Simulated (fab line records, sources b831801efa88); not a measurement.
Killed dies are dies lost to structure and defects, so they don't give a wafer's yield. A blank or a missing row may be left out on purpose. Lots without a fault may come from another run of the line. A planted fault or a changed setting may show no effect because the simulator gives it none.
fab line records | flow gf180mcu
record lots=5 wafers=15 last_day=34
route steps=602 shown V2@383
lots that met no fault: from a run of the same line without faults
start_h: hours from the record's first day to the start of the lot's first wafer shown | wait_h: hours since the lot's step before | " the same as in the row above | L1.1+2: a row that stands for several wafers | - no value, or no start given | * or withheld: withheld | < > ~ a bound
route shown NAME@n: a module of which the file shows steps, and the number in the route of the first | usual: mean/standard deviation of fault-free wafers | same: alike in all rows | chamber/n: place in a boat | sites: the reading at each site | _std_site: their standard deviation | _edge_site: outer sites' mean less inner sites' | radius_mm: how far each site lies from the wafer's centre | mask NAME#n: copy n | behind: the tool/chamber that last shaped the wafer | hold: why the lot was held/for how many hours/how that ended | device: the transistor (n, p or np) that didn't switch | end of line: the same wafers' tests at the end of the route | a step without rows: its recipe alone | killed: dies lost to structure and defects at the first sort, not the wafer's yield | map: a wafer's dies, x killed, . not, _ none there
set.NAME: the setting as run; set.NAME@STEP: as run at that earlier step | model.NAME: the simulator's own value behind a step, which no gauge read
lots at some steps of the route; a table a step, a row a wafer
services: from which hour (start_h, from the record's first day; less than 0 if before it) a tool's chamber was out of use, for how many hours, and why
## steps
# step GF_V2_THK_MEAS_01
# recipe reads=SiO2_of_V2_CVD_00
# usual V2_CVD_00_THK=600/5.8
# columns lot.wafer tool chamber start_h wait_h V2_CVD_00_THK[nm]
L258.3 film_metro-02 - 457.94 0.1 600
L258.4 " - " " 600
L258.6 " - " " 603
L259.4 film_metro-04 - 461.09 0.0 600
L259.5 " - " " 592
L259.6 " - " " 603
L270.1 film_metro-02 - 564.85 0.0 596
L270.3 " - " " 601
L270.6 " - " " 599
L271.2 film_metro-04 - 570.76 0.0 604
L271.4 " - " " 599
L271.6 " - " " 603
L279.2 film_metro-01 - 629.84 0.0 590
L279.4 " - " " 604
L279.6 " - " " 598
# step GF_V2_CVD_02
# recipe material=SiO2 target_thk_nm=850 precursor=TEOS temp_c=400 time_s=94.851 rf_w=600
# usual heater_power_w=674/90 rf_fwd_power_W=596.8/2.1 susceptor_temp_C=400.01/0.2
# columns lot.wafer tool chamber start_h wait_h heater_power_w rf_fwd_power_W susceptor_temp_C
L258.3 pecvd-01 2 457.98 0.0 636 597.8 400.05
L258.4 " 1 " " 622 598.1 399.97
L258.6 " 0 " " 619 596.4 399.68
L259.4 pecvd-03 1 461.15 0.1 676 591.0 400.19
L259.5 " 2 " " 732 597.1 399.98
L259.6 " 0 " " 866 591.6 400.48
L270.1 pecvd-03 0 564.91 0.1 895 598.6 399.88
L270.3 " 1 " " 730 594.7 400.02
L270.6 " 1 " " 596 594.2 400.19
L271.2 pecvd-03 1 570.81 0.0 666 595.3 400.16
L271.4 " 2 " " 666 596.3 400.23
L271.6 " 0 " " 710 596.3 399.90
L279.2 pecvd-01 1 629.89 0.0 652 600.9 400.23
L279.4 " 0 " " 592 595.1 400.12
L279.6 " 1 " " 523 598.8 400.08
# step GF_V2_THK_MEAS_03
# recipe reads=SiO2_of_V2_CVD_02
# usual V2_CVD_02_THK=849/11
# columns lot.wafer tool chamber start_h wait_h V2_CVD_02_THK[nm]
L258.3 film_metro-04 - 458.07 0.1 846
L258.4 " - " " 860
L258.6 " - " " 865
L259.4 film_metro-04 - 461.22 0.0 859
L259.5 " - " " 849
L259.6 " - " " 854
L270.1 film_metro-02 - 564.98 0.0 838
L270.3 " - " " 843
L270.6 " - " " 852
L271.2 film_metro-01 - 570.89 0.0 846
L271.4 " - " " 842
L271.6 " - " " 858
L279.2 film_metro-02 - 629.97 0.0 849
L279.4 " - " " 861
L279.6 " - " " 860
# step GF_V2_CMP_04
# recipe material=SiO2 down_force_psi=4 platen_rpm=60 pad_velocity_m_s=0.94248
# usual motor_current_A=12.7/1 retaining_ring_pressure_frac=1.000/0.0053 time_to_endpoint_s=81/5
# columns lot.wafer tool chamber start_h wait_h motor_current_A retaining_ring_pressure_frac time_to_endpoint_s
L258.3 cmp-01 2 458.11 0.0 11.2 0.993 81
L258.4 " 1 " " 12.1 1.001 81
L258.6 " 3 " " 14.2 1.002 88
L259.4 cmp-01 2 461.40 0.2 12.0 0.994 92
L259.5 " 3 " " 14.1 0.995 85
L259.6 " 0 " " 11.9 0.991 88
L270.1 cmp-01 3 565.09 0.1 14.6 1.010 76
L270.3 " 1 " " 12.0 1.006 74
L270.6 " 2 " " 12.2 1.001 85
L271.4 cmp-01 3 570.94 0.0 14.5 1.004 75
L271.2 " 2 " " 11.8 1.003 82
L271.6 " 0 " " 11.8 1.003 90
L279.2 cmp-01 2 630.07 0.1 11.0 0.995 85
L279.4 " 3 " " 14.1 0.994 85
L279.6 " 1 " " 12.3 1.010 82
# step GF_V2_BOW_MEAS_05
# recipe mode=bow
# usual V2_BOW=96/7.1
# columns lot.wafer tool chamber start_h wait_h V2_BOW[um]
L258.3 film_metro-01 - 458.45 0.3 93
L258.4 " - " " 101
L258.6 " - " " 96
L259.4 film_metro-04 - 461.61 0.2 98
L259.5 " - " " 84
L259.6 " - " " 92
L270.1 film_metro-02 - 565.34 0.2 97
L270.3 " - " " 95
L270.6 " - " " 96
L271.2 film_metro-04 - 571.26 0.1 100
L271.4 " - " " 91
L271.6 " - " " 101
L279.2 film_metro-02 - 630.34 0.2 96
L279.4 " - " " 101
L279.6 " - " " 100
# step GF_V2_DEHYDRATE_06
# recipe temp_c=200 time_s=60
# step GF_V2_HMDS_07
# recipe prime_time_s=60 prime_temp_c=120
# step GF_V2_COAT_08
# recipe resist=BARC temp_c=withheld time_s=withheld spin_rpm=withheld resist_thk_nm=withheld
# step GF_V2_COAT_09
# recipe resist=KrF spin_rpm=withheld resist_thk_nm=1000
# step GF_V2_SOFTBAKE_10
# recipe temp_c=130 time_s=60 resist=KrF
# step GF_V2_EXPOSE_11
# recipe mask_id=Via2 target_cd_nm=260 na=0.68 source_shape=conventional sigma_outer=0.6 dose_mj=38
# step GF_V2_PEB_12
# recipe peb_temp_c=135 peb_time_s=86.11 resist=KrF
# step GF_V2_DEVELOP_13
# recipe develop_time_s=60 resist=KrF dev_temp_c=21
# columns lot.wafer tool chamber start_h wait_h
L258.3+4+6 litho_track-01 0 482.60 0.1
L259.4+5+6 litho_track-04 0 486.36 0.1
L270.1+3+6 litho_track-04 0 587.68 0.2
L271.2+4+6 litho_track-01 0 592.62 0.2
L279.2+4+6 litho_track-03 0 650.06 0.2
# step GF_V2_CD_MEAS_14
# recipe target_cd_nm=260
# usual cd_nm=260.2/1
# columns lot.wafer tool chamber start_h wait_h cd_nm
L258.3 cd_sem-02 - 482.74 0.1 260.1
L258.4 " - " " 260.1
L258.6 " - " " 260.1
L259.4 cd_sem-02 - 486.49 0.1 259.2
L259.5 " - " " 260.2
L259.6 " - " " 259.1
L270.1 cd_sem-02 - 587.83 0.1 261.0
L270.3 " - " " 259.6
L270.6 " - " " 261.2
L271.2 cd_sem-01 - 592.77 0.1 262.8
L271.4 " - " " 262.8
L271.6 " - " " 261.7
L279.2 cd_sem-02 - 650.21 0.1 261.1
L279.4 " - " " 261.4
L279.6 " - " " 261.2
# step GF_V2_OVL_MEAS_15
# usual V2_OVL=-5/5.3
# columns lot.wafer tool chamber start_h wait_h V2_OVL[nm]
L258.3 overlay-02 - 482.83 0.1 -5
L258.4 " - " " -8
L258.6 " - " " -8
L259.4 overlay-02 - 486.57 0.1 -8
L259.5 " - " " -7
L259.6 " - " " -8
L270.1 overlay-01 - 587.95 0.1 -6
L270.3 " - " " -6
L270.6 " - " " -7
L271.2 overlay-02 - 592.87 0.1 -12
L271.4 " - " " -7
L271.6 " - " " -3
L279.2 overlay-02 - 650.31 0.1 -3
L279.4 " - " " 0
L279.6 " - " " -5
# step GF_V2_ETCH_16
# recipe chemistry=N2/H2 target_depth_a=withheld overetch_a=withheld time_s=withheld target=BARC ion_energy_ev=200 source_w=500 bias_w=100 pressure_mtorr=30 n2_flow_sccm=100 h2_flow_sccm=200
# usual drypump_motor_current_A=5.6/0.51 oes_product_au=0.854/0.0044 rf_fwd_power_W=495.1/2.1 throttle_valve_pct=13.226/0.0089
# columns lot.wafer tool chamber start_h wait_h drypump_motor_current_A oes_product_au rf_fwd_power_W throttle_valve_pct model.V2.cd_nm
L258.3 rie_diel-03 2 482.85 0.0 4.9 0.852 493.9 13.236 259.7
L258.4 " 1 " " 6.1 0.853 495.9 13.236 261.4
L258.6 " 1 " " 6.0 0.840 495.0 13.218 261.7
L259.4 rie_diel-01 0 486.59 0.0 5.0 0.850 495.0 13.215 259
L259.5 " 0 " " 5.0 0.853 493.2 13.223 259.9
L259.6 " 3 " " 6.0 0.847 495.2 13.213 259
L270.1 rie_diel-03 3 587.98 0.0 6.4 0.865 489.4 13.222 262
L270.3 " 1 " " 6.0 0.856 496.5 13.225 260.5
L270.6 " 2 " " 4.9 0.845 494.0 13.225 261.2
L271.2 rie_diel-03 2 592.90 0.0 4.8 0.849 493.7 13.198 263.5
L271.4 " 0 " " 5.7 0.851 496.6 13.225 264
L271.6 " 3 " " 6.4 0.847 492.2 13.222 262.6
L279.2 rie_diel-01 0 650.34 0.0 5.0 0.847 494.1 13.230 261.1
L279.4 " 2 " " 5.6 0.858 491.3 13.225 261.6
L279.6 " 2 " " 5.6 0.853 491.4 13.241 262.3
# step GF_V2_ETCH_17
# recipe chemistry=C4F8/O2/Ar mask_material=KrF target=SiO2 stop_on=TiN source_w=1500 bias_w=1200 pressure_mtorr=40 c4f8_flow_sccm=withheld O2_flow_sccm=6 Ar_flow_sccm=300 time_s=withheld target_depth_a=6300
# usual oes_product_au=0.856/0.0046 rf_fwd_power_W=1494/4.9
# columns lot.wafer tool chamber start_h wait_h oes_product_au rf_fwd_power_W
L258.3 rie_diel-03 2 - - 0.857 1495
L258.4 " 1 " " 0.861 1493
L258.6 " 1 " " 0.851 1498
L259.4 rie_diel-01 0 - - 0.859 1494
L259.5 " 0 " " 0.861 1489
L259.6 " 3 " " 0.858 1501
L270.1 rie_diel-03 3 - - 0.852 1494
L270.3 " 1 " " 0.858 1501
L270.6 " 2 " " 0.850 1496
L271.2 rie_diel-03 2 - - 0.847 1494
L271.4 " 0 " " 0.852 1500
L271.6 " 3 " " 0.866 1495
L279.2 rie_diel-01 0 - - 0.863 1495
L279.4 " 2 " " 0.855 1492
L279.6 " 2 " " 0.854 1490
## services
# columns tool chamber start_h hours kind
rie_diel-01 0 467.69 - clean
rie_diel-01 0 467.69 13.6 scheduled_down
rie_diel-01 0 467.69 13.6 vent_cycle
pecvd-01 2 474.27 7.8 repair
pecvd-01 1 497.44 7.1 repair
pecvd-01 - 500.14 0.8 repair
rie_diel-03 - 506.17 0.4 repair
rie_diel-03 2 508.69 7.9 repair
cmp-01 - 514.46 17.8 repair
rie_diel-01 1 515.87 4.7 repair
rie_diel-01 3 522.98 9.0 repair
cmp-01 - 533.15 3.4 repair
rie_diel-01 1 536.02 7.9 repair
rie_diel-03 2 539.11 3.4 repair
rie_diel-01 0 539.48 18.9 repair
rie_diel-01 2 543.88 19.3 repair
pecvd-03 - 551.69 0.7 repair
rie_diel-01 3 553.85 4.4 repair
rie_diel-01 - 564.71 4.7 repair
pecvd-03 - 591.12 14.0 pm
rie_diel-03 3 594.67 5.2 repair
pecvd-01 2 595.17 28.1 repair
cmp-01 - 605.38 3.5 repair
pecvd-03 0 632.32 12.6 repair
## key
first_sign step=GF_V2_CD_MEAS_14 reading=cd_nm direction=up sigmas=2.1 usual=260.2 struck=262.4
effect none on later readings
model_effect step=GF_V2_ETCH_16 value=V2.cd_nm without=261.6 struck=263.4
met_at GF_V2_DEVELOP_13
struck_wafers L271.2,L271.4,L271.6
onset_between 482.60 592.62
also_fits GF_V2_CVD_02:pecvd-03,GF_V2_ETCH_16:rie_diel-03
fault kind=process_parameter_drift tool=litho_track-01 chamber=- onset_h=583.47 steps=GF_V2_DEVELOP_13 channel=develop_time_s offset=* shape=step end_h=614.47 acts_in=* stated=*
